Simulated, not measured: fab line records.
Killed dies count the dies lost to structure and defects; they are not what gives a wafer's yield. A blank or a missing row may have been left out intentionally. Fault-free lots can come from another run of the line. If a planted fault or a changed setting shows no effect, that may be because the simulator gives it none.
A struck lot beside a sound one	flow sky130	36 steps out of a route of 708
Sound: the wafers L472.1, L472.2, L472.5. Struck: wafer L481.4 (left out: L481.2, L481.3 of the same lot, which were not struck); the cause appears at the end.
Order at every step that has rows: each side's tool, ch and its chambers, its first start. Under that, the readings that differ: sound wafers	struck wafers	difference of the means	sigmas: that difference in standard deviations of wafers without a fault.
alike: same words and numbers on both sides, and readings whose means sit less than 2 such deviations apart. not compared: any withheld reading, any reading some wafer has no value for, any bound like >300 that may hide the same value, and any number with overlapping values for which the record gives no deviation.
Wherever a step has rows on one side only, a row that says differs or no value, or a row with sigmas, the two part there. Non-overlapping numbers with no deviation appear without sigmas and do not part them. A reading that every wafer of one side lacks parts them only if that side has two wafers or more.

first, 10 steps without rows for these wafers: SKY_POLY_CUT_ETCH_10 (etches BARC in N2/H2, stops on SiO2, time 45.9 s, target depth 60 nm); SKY_POLY_CUT_ETCH_11 (etches Si3N4 in CF4/CH2F2/Ar, stops on poly-Si, time 42.5 s, target depth 60 nm); SKY_POLY_CUT_STRIP_12 (strips in O2/N2); SKY_SD_P_DEHYDRATE_00 (time 60 s); SKY_SD_P_HMDS_01 (prime time 60 s); SKY_SD_P_COAT_02 (resist thk 1140 nm); SKY_SD_P_SOFTBAKE_03 (time 60 s); SKY_SD_P_EXPOSE_04 (exposes mask PSDM, target cd 380 nm); SKY_SD_P_PEB_05; SKY_SD_P_DEVELOP_06 (develop time 60 s).
SKY_SD_P_IMPLANT_09:
  sound on implanter-02 ch 0, day 29 00:08; struck on implanter-02 ch 0, day 31 23:30
reading	sound	struck	difference	sigmas
beam on s (s)	13.7 13.2 13.4	10.1	-3.3	-4
faraday current uA	11893 12313 12209	16263	+4125	+6
SKY_SD_P_STRIP_10: strips in O2/N2.
  sound on plasma asher-01 ch 0,1, day 29 00:17; struck on plasma asher-01 ch 0, day 31 23:37
reading	sound	struck	difference	sigmas
oes product au (a.u.)	0.622 0.615 0.617	0.631	+0.013	+3
strip time to endpoint s (s)	17.55 17.55 17.60	17.09	-0.48	-13
  alike: drypump motor current A
  not compared: rf hours counter h
SKY_SD_P_TW_MEAS_11:
  struck on film metro-02, day 31 23:44; sound on film metro-02, day 29 00:23
reading	sound	struck	difference	sigmas
SD_P_TW	2788 2796 2821	2684	-118	-7
then, 21 steps without rows for these wafers: SKY_RES_XHIGH_DEHYDRATE_00 (time 60 s); SKY_RES_XHIGH_HMDS_01 (prime time 60 s); SKY_RES_XHIGH_COAT_02 (resist thk 1140 nm); SKY_RES_XHIGH_SOFTBAKE_03 (time 60 s); SKY_RES_XHIGH_EXPOSE_04 (exposes mask URPM, target cd 1270 nm); SKY_RES_XHIGH_PEB_05; SKY_RES_XHIGH_DEVELOP_06 (develop time 60 s); SKY_RES_XHIGH_IMPLANT_07; SKY_RES_XHIGH_STRIP_08 (strips in O2/N2); SKY_SD_N_DEHYDRATE_00 (time 60 s); SKY_SD_N_HMDS_01 (prime time 60 s); SKY_SD_N_COAT_02 (resist thk 1140 nm); SKY_SD_N_SOFTBAKE_03 (time 60 s); SKY_SD_N_EXPOSE_04 (exposes mask NSDM, target cd 380 nm); SKY_SD_N_PEB_05; SKY_SD_N_DEVELOP_06 (develop time 60 s); SKY_SD_N_IMPLANT_09; SKY_SD_N_IMPLANT_10; SKY_SD_N_STRIP_11 (strips in O2/N2); SKY_SD_N_CLEAN_13 (cleans in SC1/SC2, time 150 s); SKY_SD_N_RTA_14 (time 2 s).
-- the record jumps here: 2 days lie between the struck wafers' starts before and after --
SKY_SD_N_RS_MEAS_17: measures by four-point-probe.
  struck on film metro-04, day 34 04:57; sound on film metro-02, day 31 10:38
reading	sound	struck	difference	sigmas
SD_P_RS (ohm/sq)	147.0 147.2 147.2	151.0	+3.9	+9
-- here the record skips 16 days between the struck wafers' starts before and after, leaving off in module SD_N and picking up in module PAD_OPEN (first step shown: number 708 of the route) --
SKY_PAD_OPEN_PROBE_99:
  struck on prober-01, day 50 07:47; sound on prober-01, day 48 12:35
reading	sound	struck	difference	sigmas
killed_at_M4_up	8 2 2	10	+6	+3
model.etest.res high po.line ohm um	732.9 773.2 752.4	903.4	+150.6	
model.etest.licon high po.rc ohm	336.2 358 348.9	481.9	+134.2	
model.etest.res high po.rs ohm sq	258.7 268.4 263.2	316.6	+53.2	
model.etest.licon pdiff.rc ohm	565.6 579 573.4	623.6	+50.9	
model.etest.res pdiff hv.rs ohm sq	192.3 192.7 193.5	205.9	+13.1	
model.etest.res pdiff.rs ohm sq	200 199.2 201	210.8	+10.7	
  alike: killed_at_M0_to_M3, killed at contacts, killed at front end, killed at other, killed dies, killed open, killed short
  not compared: model.etest.res pdiff.line ohm um

== WHERE THEY PART ==
Last at SKY_PAD_OPEN_PROBE_99 as far as this record goes, first at SKY_SD_P_IMPLANT_09.

WHY: whatever the simulator had introduced
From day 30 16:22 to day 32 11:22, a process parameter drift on implanter-02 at SKY_SD_P_IMPLANT_09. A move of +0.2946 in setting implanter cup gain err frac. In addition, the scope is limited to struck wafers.
